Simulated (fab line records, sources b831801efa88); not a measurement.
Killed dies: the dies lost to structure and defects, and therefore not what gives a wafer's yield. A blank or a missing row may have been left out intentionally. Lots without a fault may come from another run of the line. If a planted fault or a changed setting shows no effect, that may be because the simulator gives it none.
Matching of chambers + flow gf180mcu + 3 sister chambers for GF_V3_CVD_02 on pecvd-04
The step deposits SiO2 from TEOS, target thk 850 nm, time 94.851 s. 3 wafers are shown with their chamber, then 10 later ones without.

## WAFERS, EACH WITH ITS CHAMBER
| wafer  | chamber | heater power w (W) |
|--------|---------|--------------------|
| L090.6 | 0       | 579                |
| L091.1 | 2       | 659                |
| L091.4 | 1       | 688                |

## WAFERS WHOSE CHAMBER IS MISSING
| wafer  | heater power w (W) |
|--------|--------------------|
| L091.6 | 599                |
| L093.3 | 614                |
| L093.4 | 664                |
| L093.5 | 650                |
| L094.3 | 643                |
| L094.5 | 597                |
| L094.6 | 617                |
| L097.1 | 576                |
| L097.5 | 618                |
| L097.6 | 683                |

## WHICH CHAMBER EACH ONE RAN IN
| wafer  | from the rows above          | in truth                   |
|--------|------------------------------|----------------------------|
| L091.6 | can't be placed: 0 or 2      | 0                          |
| L093.3 | can't be placed: 0 or 2 or 1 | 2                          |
| L093.4 | can't be placed: 2 or 1      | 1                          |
| L093.5 | can't be placed: 2 or 1      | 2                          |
| L094.3 | can't be placed: 2 or 1      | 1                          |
| L094.5 | can't be placed: 0 or 2      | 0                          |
| L094.6 | can't be placed: 0 or 2 or 1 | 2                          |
| L097.1 | 0                            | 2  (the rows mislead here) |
| L097.5 | can't be placed: 0 or 2 or 1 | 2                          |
| L097.6 | can't be placed: 1 or 2      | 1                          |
0 of 10 placed correctly. These rows do not allow placing 9 (true chamber among the candidates in 9). Placed wrongly: 1.
How it was worked out, from the rows above alone: a wafer's distance from a chamber is the root of the sum, over the readings, of the square of ((its reading less the chamber's mean) divided by the reading's scatter). The wafer belongs to the nearest chamber; if the next one is less than 2 further off, it can't be placed. The mean given for a chamber averages the wafers shown for that chamber. The scatter (one wafer shown for each chamber): square how far every hidden wafer sits from the nearest shown wafer, average those squares and take the square root.
